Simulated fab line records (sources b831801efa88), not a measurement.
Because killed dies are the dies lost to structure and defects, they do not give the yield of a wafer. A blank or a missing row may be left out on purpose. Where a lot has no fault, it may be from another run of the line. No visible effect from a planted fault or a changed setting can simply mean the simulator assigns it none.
Tool commonality check :: flow gf180mcu :: 13 lots and 39 wafers in the sample

## THE REASON FOR OPENING IT
At GF_V4_THK_MEAS_01 the reading V4_CVD_00_THK is flagged on 2 of 13 lots. Fault-free wafers read 598 nm, with a standard deviation of 5.3.
Rule: a lot gets a flag if all its wafers with a number sit over 4 standard deviations from that mean, or if no wafer of it has a number. All remaining lots are regarded as sound.

lot: L472
measured: day 23 19:13
on: film-metro-03
V4_CVD_00_THK (nm), wafer by wafer: 603 602 602
flag: 

lot: L474
measured: day 24 08:05
on: film-metro-01
V4_CVD_00_THK (nm), wafer by wafer: 585 590 592
flag: 

lot: L477
measured: day 25 18:46
on: film-metro-01
V4_CVD_00_THK (nm), wafer by wafer: 471 477 475
flag: FLAGGED

lot: L478
measured: day 26 00:23
on: film-metro-03
V4_CVD_00_THK (nm), wafer by wafer: 607 598 607
flag: 

lot: L480
measured: day 26 14:50
on: film-metro-01
V4_CVD_00_THK (nm), wafer by wafer: 476 476 475
flag: FLAGGED

lot: L487
measured: day 28 14:23
on: film-metro-03
V4_CVD_00_THK (nm), wafer by wafer: 592 594 600
flag: 

lot: L488
measured: day 28 22:27
on: film-metro-04
V4_CVD_00_THK (nm), wafer by wafer: 597 589 593
flag: 

lot: L489
measured: day 29 06:36
on: film-metro-03
V4_CVD_00_THK (nm), wafer by wafer: 602 610 601
flag: 

lot: L490
measured: day 29 12:54
on: film-metro-04
V4_CVD_00_THK (nm), wafer by wafer: 594 596 590
flag: 

lot: L491
measured: day 29 14:56
on: film-metro-01
V4_CVD_00_THK (nm), wafer by wafer: 605 596 601
flag: 

lot: L492
measured: day 29 21:46
on: film-metro-01
V4_CVD_00_THK (nm), wafer by wafer: 604 595 595
flag: 

lot: L493
measured: day 30 05:58
on: film-metro-03
V4_CVD_00_THK (nm), wafer by wafer: 602 604 596
flag: 

lot: L494
measured: day 30 20:17
on: film-metro-01
V4_CVD_00_THK (nm), wafer by wafer: 598 596 601
flag: 
On average the flagged lots' numbers are 475 nm, which is -123 nm against the usual, or -23 standard deviations.

## WHICH TOOL EACH LOT WENT THROUGH
The record holds 1 process step before the reading, out of a route of 602 steps. Each cell gives the tool, then ch followed by the chambers the sampled wafers passed through, then the start.
lot: L472
flag: 
GF_V4_CVD_00: hdpcvd-01 ch 1,2, day 23 19:07

lot: L474
flag: 
GF_V4_CVD_00: hdpcvd-02 ch 1,2, day 24 08:00

lot: L477
flag: FLAGGED
GF_V4_CVD_00: hdpcvd-02 ch 0,2, day 25 18:42

lot: L478
flag: 
GF_V4_CVD_00: hdpcvd-01 ch 0,1, day 26 00:18

lot: L480
flag: FLAGGED
GF_V4_CVD_00: hdpcvd-02 ch 0,1,2, day 26 14:45

lot: L487
flag: 
GF_V4_CVD_00: hdpcvd-01 ch 0,1,2, day 28 14:19

lot: L488
flag: 
GF_V4_CVD_00: hdpcvd-02 ch 0,1,2, day 28 22:22

lot: L489
flag: 
GF_V4_CVD_00: hdpcvd-02 ch 0,1,2, day 29 06:32

lot: L490
flag: 
GF_V4_CVD_00: hdpcvd-02 ch 0,1, day 29 12:50

lot: L491
flag: 
GF_V4_CVD_00: hdpcvd-01 ch 1,2, day 29 14:52

lot: L492
flag: 
GF_V4_CVD_00: hdpcvd-02 ch 0,1,2, day 29 21:42

lot: L493
flag: 
GF_V4_CVD_00: hdpcvd-01 ch 0,1,2, day 30 05:53

lot: L494
flag: 
GF_V4_CVD_00: hdpcvd-02 ch 0,1,2, day 30 20:13
What is done by these steps:
- GF_V4_CVD_00: deposits SiO2, target thk 600 nm, time 100 s.
- GF_V4_THK_MEAS_01

## FLAGGED OVER TOTAL, TOOL BY TOOL (the gauges that took the reading come last)
step: GF_V4_CVD_00
tool: hdpcvd-01
lots run: 5
flagged: 0
share of the flagged lots: none
sound lots run after its first flagged lot: -

step: GF_V4_CVD_00
tool: hdpcvd-02
lots run: 8
flagged: 2
share of the flagged lots: all
sound lots run after its first flagged lot: 5 (L488,L489,L490,L492,L494)

step: GF_V4_THK_MEAS_01
tool: film-metro-01
lots run: 6
flagged: 2
share of the flagged lots: all
sound lots run after its first flagged lot: 3 (L491,L492,L494)

step: GF_V4_THK_MEAS_01
tool: film-metro-03
lots run: 5
flagged: 0
share of the flagged lots: none
sound lots run after its first flagged lot: -

step: GF_V4_THK_MEAS_01
tool: film-metro-04
lots run: 2
flagged: 0
share of the flagged lots: none
sound lots run after its first flagged lot: -

## WHAT THE TABLE ALLOWS
Rows of the table that ran all the flagged lots, 2 in number: hdpcvd-02 at GF_V4_CVD_00; film-metro-01 at GF_V4_THK_MEAS_01.
- hdpcvd-02 at GF_V4_CVD_00: 2 of its 8 lots flagged. Sound lots ran on it after the first flagged one (L488, L489, L490, L492, L494), which a lasting fault on the whole tool wouldn't allow. Its own readings lie more than 4 standard deviations out on every wafer of the flagged lots: sih4-flow-sccm.
- film-metro-01 at GF_V4_THK_MEAS_01: 2 of its 6 lots flagged. Sound lots ran on it after the first flagged one (L491, L492, L494), which a lasting fault on the whole tool wouldn't allow.
Not one row of the table ran every flagged lot while running no sound lot after the first.

## WHAT THE SIMULATOR HAD INSERTED
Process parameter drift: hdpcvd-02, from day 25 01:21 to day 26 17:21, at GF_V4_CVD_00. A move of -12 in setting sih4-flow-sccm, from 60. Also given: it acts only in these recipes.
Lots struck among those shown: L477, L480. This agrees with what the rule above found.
